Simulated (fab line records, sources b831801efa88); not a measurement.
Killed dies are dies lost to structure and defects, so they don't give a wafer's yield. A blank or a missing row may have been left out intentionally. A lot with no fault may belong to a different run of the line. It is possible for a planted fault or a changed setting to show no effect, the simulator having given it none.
A single fault, viewed from 2 desks ; flow sky130 ; every desk sees just its own numbers, and what lay behind them comes last

METROLOGY DESK
Means of the sampled wafers that have a number, per lot and without regard to the tool the lot ran on: this is what the gauges read. Any lot whose mean is over 4 standard deviations away from the usual mean is out of limits and marked OUT; that distance is given in the brackets.
Columns: A = SD_P_RS at SKY_SD_N_RS_MEAS_17, usual 147.3 ohm/sq; B = LI_CONTACT_OVL at SKY_LI_CONTACT_OVL_MEAS_13, usual 3 nm; C = LOCAL_INTERCONNECT_TIN_RS at SKY_LOCAL_INTERCONNECT_RS_MEAS_01, usual 14.13 ohm/sq
lot;first seen here;A;B;C
L142;day 27 14:58;147.7;2;14.08
L144;day 28 08:19;147.2;-2;14.16
L146;day 29 08:07;146.8;2;14.04
L148;day 29 21:17;147.0;-0;14.19
L149;day 31 12:11;147.5;1;14.19
L152;day 31 13:59;146.8;3;14.16
L156;day 32 23:22;147.1;3;14.11
L157;day 33 10:06;147.4;1;14.10
L160;day 33 16:44;147.6;-2;14.10
L163;day 34 17:44;147.4;-5;14.27
L165;day 35 06:07;146.9;0;13.95
Finding of this desk: none of the 11 lots has anything out of limits.

FOR THE TOOL OWNER'S DESK: pvd sputter-04
At SKY_LOCAL_INTERCONNECT_SPUTTER_00 (material TiN, target thk 100 nm, time 83.3 s) the tool's own readings: per lot run on this tool, the mean of the sampled wafers that have a number. Any lot whose mean is over 4 standard deviations away from the usual mean is out of limits and marked OUT; that distance is given in the brackets.
Columns: A = cathode dc power W at SKY_LOCAL_INTERCONNECT_SPUTTER_00, usual 6500.0 W; B = chamber pressure pa at SKY_LOCAL_INTERCONNECT_SPUTTER_00, usual 0.4001 Pa; C = throttle valve pct at SKY_LOCAL_INTERCONNECT_SPUTTER_00, usual 30.4 %
lot;first seen here;A;B;C
L152;day 32 18:38;6499.9;0.4000;30.2
L156;day 34 04:06;6500.1;0.4001;30.5
L160;day 34 22:17;6433.0 (-61) OUT;0.3995;30.3
L163;day 35 22:38;6432.8 (-61) OUT;0.4000;29.6
This desk finds L160, L163 out of limits, L160 being first, at day 34 22:17 (cathode dc power W at SKY_LOCAL_INTERCONNECT_SPUTTER_00). In limits: L152, L156.

TAKEN TOGETHER
An alarm could have come from the tool owner's desk at day 34 22:17, on L160, L163.
Metrology desk: nothing out of limits seen.
The metrology desk has L160, L163 on record, within its limits.
SKY_LOCAL_INTERCONNECT_SPUTTER_00 was run on pvd sputter-04 by each of the lots named.

WHAT HAD BEEN PUT IN BY THE SIMULATOR
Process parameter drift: pvd sputter-04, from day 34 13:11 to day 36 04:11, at SKY_LOCAL_INTERCONNECT_SPUTTER_00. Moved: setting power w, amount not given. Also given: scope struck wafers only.
Lots struck among those shown: L160, L163.
Hours from the fault's start to each desk's first reading out of limits: the tool owner's desk, 9.
